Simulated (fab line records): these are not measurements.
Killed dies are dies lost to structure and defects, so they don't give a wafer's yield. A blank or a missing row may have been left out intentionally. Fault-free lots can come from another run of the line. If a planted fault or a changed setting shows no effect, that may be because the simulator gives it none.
A lot that was struck, set against a sound lot	flow gf180mcu	16 out of 602 route steps
Sound: the wafers L575.1, L575.3, L575.4. Struck: wafer L589.4 (left out: L589.1, L589.2 of the same lot, which were not struck); the cause appears at the end.
At each step with rows: each side's tool, then ch and its chambers, then its first start. Under that, the readings that differ: sound wafers	struck wafers	difference of the means	sigmas: that difference in standard deviations of wafers without a fault.
alike: words and numbers the same on both sides, and readings whose means are apart by under 2 such deviations; not compared: readings that were withheld, readings missing a value for some wafer, numbers with overlapping values and no deviation given by the record, and bounds like >300 which may hide the same value.
The two part at a step that has a row with sigmas, a row that says differs or no value, or rows on one side only. Numbers that have no deviation but don't overlap get no sigmas and don't part them. A reading missing from all wafers of one side parts the sides only when that side holds two or more wafers.

first, 6 steps without rows for these wafers: GF_M4_HMDS_08 (prime time 60 s); GF_M4_COAT_09 (resist thk 1000 nm); GF_M4_SOFTBAKE_10 (time 60 s); GF_M4_EXPOSE_11 (exposes mask Metal4, target cd 280 nm); GF_M4_PEB_12 (peb time 90 s); GF_M4_DEVELOP_13 (develop time 60 s).
GF_M4_CD_MEAS_14: target cd 280 nm.
  struck on cd_sem-01, day 29 14:48; sound on cd_sem-02, day 25 04:22
  alike: cd_nm
GF_M4_OVL_MEAS_15:
  struck on overlay-01, day 29 14:55; sound on overlay-01, day 25 04:29
  alike: M4_OVL
GF_M4_METAL_ETCH_16: etches the open film in Cl2/BCl3, stops on SiO2, target depth 627.5 nm, time 104.6 s.
  sound on rie_metal-01 ch 0,1, day 25 04:31; struck on rie_metal-03 ch 1, day 29 14:57
reading	sound	struck	difference	sigmas
throttle_valve_pct (%)	28.237 28.248 28.244	28.268	+0.025	+2
  alike: drypump_motor_current_A, oes_product_au, rf_fwd_power_W
  not compared: rf_hours_counter_h
GF_M4_STRIP_17: strips in O2/N2.
  sound on plasma_asher-04 ch 0,1, day 25 04:38; struck on plasma_asher-02 ch 0, day 29 15:04
  alike: drypump_motor_current_A, heater_power_w, oes_product_au, strip_time_to_endpoint_s
  not compared: rf_hours_counter_h
then, 2 steps without rows for these wafers: GF_M4_STRIP_18 (strips in post etch residue remover, time 1200 s); GF_M4_CLEAN_19 (cleans in DIW).
GF_V4_CVD_00: deposits SiO2, target thk 600 nm, time 100 s.
  sound on hdpcvd-02 ch 0,1,2, day 25 05:11; struck on hdpcvd-02 ch 2, day 29 15:36
reading	sound	struck	difference	sigmas
sih4_flow_sccm (sccm)	59.82 60.13 60.08	51.15	-8.86	-55
model.SiO2_of_V4_CVD_00.thk_nm (nm)	600.8 610.4 607.4	521.5	-84.7	
  alike: susceptor_temp_C
GF_V4_THK_MEAS_01:
  struck on film_metro-01, day 29 15:40; sound on film_metro-04, day 25 05:16
reading	sound	struck	difference	sigmas
V4_CVD_00_THK (nm)	601 610 608	521	-85	-12
GF_V4_CVD_02: deposits SiO2 from TEOS, target thk 850 nm, time 94.851 s.
  sound on pecvd-01 ch 0,1, day 25 05:19; struck on pecvd-03 ch 0, day 29 15:44
reading	sound	struck	difference	sigmas
heater_power_w (W)	678 566 738	460	-201	-3
  alike: rf_fwd_power_W, susceptor_temp_C
then, 1 step without rows for these wafers: GF_PASSIVATION_PROBE_99.

WHERE THEY PART
At GF_M4_METAL_ETCH_16 first; at GF_V4_CVD_02 last (within this record only).

WHY: what the simulator had put in
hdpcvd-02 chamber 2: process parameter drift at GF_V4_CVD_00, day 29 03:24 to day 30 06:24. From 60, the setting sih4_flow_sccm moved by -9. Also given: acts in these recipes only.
